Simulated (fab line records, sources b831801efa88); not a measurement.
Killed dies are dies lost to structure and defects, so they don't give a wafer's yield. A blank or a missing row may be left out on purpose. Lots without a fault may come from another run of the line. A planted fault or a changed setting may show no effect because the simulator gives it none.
One fault seen from 2 desks | flow sfq_line | each desk has only its own numbers; what lay behind them comes last

THE METROLOGY DESK
What the gauges read, lot by lot, whatever tool the lot ran on: means of the sampled wafers that have a number. A lot is out of limits, marked OUT, if its mean lies more than 4 standard deviations from the usual mean; the brackets give that distance.
Columns: A = R5_MONX_RS at SFQ_R5_RS_MEAS_933, usual 7.24 ohm/sq; B = R5_MONX_THK at SFQ_R5_THK_MEAS_934, usual 38.6 nm
lot  | first seen here | A              | B
L504 | day 59 23:08    | 7.17           | 39.0
L505 | day 60 00:20    | 7.25           | 38.7
L508 | day 61 10:32    | 7.37           | 37.5
L510 | day 65 00:50    | 7.32           | 38.0
L514 | day 66 19:32    | 8.39 (+12) OUT | 34.2 (-6.8) OUT
L515 | day 70 08:52    | 7.24           | 38.8
L516 | day 70 12:26    | 7.33           | 38.1
L519 | day 72 00:26    | 7.31           | 37.8
L520 | day 72 08:51    | 7.20           | 38.5
L522 | day 73 14:46    | 7.16           | 39.1
L523 | day 73 23:59    | 7.14           | 39.4
L524 | day 75 01:05    | 7.26           | 38.2
L525 | day 75 11:41    | 7.27           | 38.5
This desk's finding: out of limits on L514; first on L514, day 66 19:32 (R5_MONX_RS at SFQ_R5_RS_MEAS_933). In limits: L504, L505, L508, L510, L515, L516, L519, L520, L522, L523, L524, L525.

THE TOOL OWNER'S DESK: pvd_sputter-05
The tool's own readings at SFQ_TRILAYER_R5_DEP_SPUTTER_133 (material MoNx, target thk 40 nm, time 66.7 s): means of the sampled wafers that have a number, for each lot that ran on this tool. A lot is out of limits, marked OUT, if its mean lies more than 4 standard deviations from the usual mean; the brackets give that distance.
Columns: A = throttle_valve_pct at SFQ_TRILAYER_R5_DEP_SPUTTER_133, usual 30.2 %
lot  | first seen here | A
L505 | day 60 00:16    | 30.3
L508 | day 61 10:28    | 30.5
L510 | day 65 00:46    | 30.4
L514 | day 66 19:26    | 30.3
L520 | day 72 08:47    | 30.2
L522 | day 73 14:40    | 30.3
This desk's finding: nothing out of limits on any of the 6 lots.

PUT TOGETHER
The metrology desk could have raised an alarm at day 66 19:32, on L514.
The tool owner's desk saw nothing out of limits.
The tool owner's desk has L514 on record, within its limits.
Of the lots named, all ran SFQ_TRILAYER_R5_DEP_SPUTTER_133 on pvd_sputter-05.

WHAT THE SIMULATOR HAD PUT IN
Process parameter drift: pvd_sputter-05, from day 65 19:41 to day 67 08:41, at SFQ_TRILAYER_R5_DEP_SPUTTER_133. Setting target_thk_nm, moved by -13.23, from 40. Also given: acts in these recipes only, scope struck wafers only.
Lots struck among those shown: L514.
Hours from the fault's start to each desk's first reading out of limits: the metrology desk, 24.
